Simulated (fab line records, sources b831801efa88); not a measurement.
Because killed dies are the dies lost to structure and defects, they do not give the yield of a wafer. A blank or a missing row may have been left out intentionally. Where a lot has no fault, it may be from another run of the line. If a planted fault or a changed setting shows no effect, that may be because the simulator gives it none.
A struck lot beside a sound one || flow sky130 || 18 out of 708 route steps
Sound: wafers L784.1, L784.2, L784.5. Wafers L796.3, L796.5, L796.6 were the ones struck. Last of all comes the cause.
Each step with rows lists, per side, the tool, then ch with its chambers, then its first start. Under that, the readings that differ: sound wafers || struck wafers || difference of the means || sigmas: that difference in standard deviations of wafers without a fault.
alike: a reading whose means differ by less than 2 such deviations, as well as words and numbers matching on both sides. not compared: withheld readings; readings where some wafer has no value; bounds like >300 that might hide an equal value; numbers whose values overlap and for which the record gives no deviation.
A row with sigmas, a row that says differs or no value, or rows on one side alone: a step with any of these is where the two part. Numbers that have no deviation but don't overlap get no sigmas and don't part them. A reading missing from all wafers of one side parts the sides only when that side holds two or more wafers.

first, 3 steps without rows for these wafers: SKY_VIA2_EXPOSE_09 (exposes mask VIM2, target cd 200 nm); SKY_VIA2_PEB_10; SKY_VIA2_DEVELOP_11 (develop time 60 s).
SKY_VIA2_CD_MEAS_12: target cd 200 nm.
  sound on cd-sem-01 at day 37 03:47; struck on cd-sem-01 at day 40 10:58
  alike: cd-nm
SKY_VIA2_OVL_MEAS_13:
  sound on overlay-01 at day 37 03:54; struck on overlay-01 at day 40 11:04
  alike: VIA2_OVL
SKY_VIA2_ETCH_14: etches BARC in N2/H2, stops on SiO2, time 45.9 s, target depth 60 nm.
  sound on rie-diel-02 ch 0,1, day 37 03:56; struck on rie-diel-02 ch 2,3, day 40 11:05
{"reading": "drypump-motor-current-A (A)", "sound": "4.9 5.2 5.2", "struck": "6.4 5.9 6.4", "difference": "+1.1", "sigmas": "+2"}
  alike: n2-flow-sccm, oes-product-au, throttle-valve-pct
  not compared: rf-hours-counter-h
SKY_VIA2_ETCH_15: etches SiO2 in C4F8/O2/Ar, stops on TiN, target depth 546 nm, time 84 s.
  sound on rie-diel-02 ch 0,1, day 37 03:59; struck on rie-diel-02 ch 2,3, day 40 11:08
  alike: oes-product-au
  not compared: rf-hours-counter-h
SKY_VIA2_STRIP_16: strips in O2/N2.
  sound on plasma-asher-03 ch 0,1, day 37 04:02; struck on plasma-asher-04 ch 0,1, day 40 11:14
  alike: drypump-motor-current-A, n2-flow-sccm, oes-product-au, strip-time-to-endpoint-s
  not compared: rf-hours-counter-h
then, 3 steps without rows for these wafers: SKY_VIA2_STRIP_17 (strips in post etch residue remover, time 1200 s); SKY_VIA2_CLEAN_18 (cleans in IPA, time 180 s); SKY_VIA2_CLEAN_19 (cleans in O3/DIW).
SKY_VIA2_SPUTTER_20: material TiN, target thk 20 nm, time 80 s.
  sound on pvd-sputter-03 at day 37 04:42; struck on pvd-sputter-03 at day 40 11:49
  alike: throttle-valve-pct
SKY_VIA2_CVD_21: deposits W, target thk 420 nm, time 126.4 s.
  sound on cvd-w-01 ch 0,1, day 37 04:46; struck on cvd-w-02 ch 0,1, day 40 11:56
{"reading": "model.W_of_VIA2_CVD_21.thk-nm (nm)", "sound": "423.6 440 437.2", "struck": "558.5 555 562", "difference": "+124.9", "sigmas": ""}
  alike: heater-power-w
SKY_VIA2_RS_MEAS_22: uses a four-point probe to measure.
  sound on film-metro-01 at day 37 04:53; struck on film-metro-03 at day 40 12:03
{"reading": "VIA2_W_RS (ohm/sq)", "sound": "0.269 0.260 0.261", "struck": "0.205 0.206 0.203", "difference": -0.059, "sigmas": -12}
SKY_VIA2_THK_MEAS_23: measures by xrf.
  sound on film-metro-01 at day 37 05:01; struck on film-metro-03 at day 40 12:09
  not compared: VIA2_W_THK
SKY_VIA2_CMP_24: polishes, stops on SiO2, t overpolish 20 s, target thk 0 nm.
  sound on cmp-01 ch 2,3, day 37 05:04; struck on cmp-02 ch 0,1,2, day 40 12:20
{"reading": "time-to-endpoint-s (s)", "sound": "104 97 111", "struck": "130 138 145", "difference": "+34", "sigmas": "+6"}
  alike: head-pressure-psi, motor-current-A, platen-rpm
SKY_METAL3_SPUTTER_00: material Ti, target thk 15 nm, time 10 s.
  sound on pvd-sputter-03 at day 37 05:22; struck on pvd-sputter-04 at day 40 12:29
  alike: throttle-valve-pct
following that, these wafers have no rows for 1 step: SKY_PAD_OPEN_PROBE_99.

## WHERE THEY PART
Earliest at SKY_VIA2_ETCH_14; latest, in this record, at SKY_VIA2_CMP_24. Later steps at which nothing parts them and some readings are alike: SKY_METAL3_SPUTTER_00.

WHY: whatever the simulator had introduced
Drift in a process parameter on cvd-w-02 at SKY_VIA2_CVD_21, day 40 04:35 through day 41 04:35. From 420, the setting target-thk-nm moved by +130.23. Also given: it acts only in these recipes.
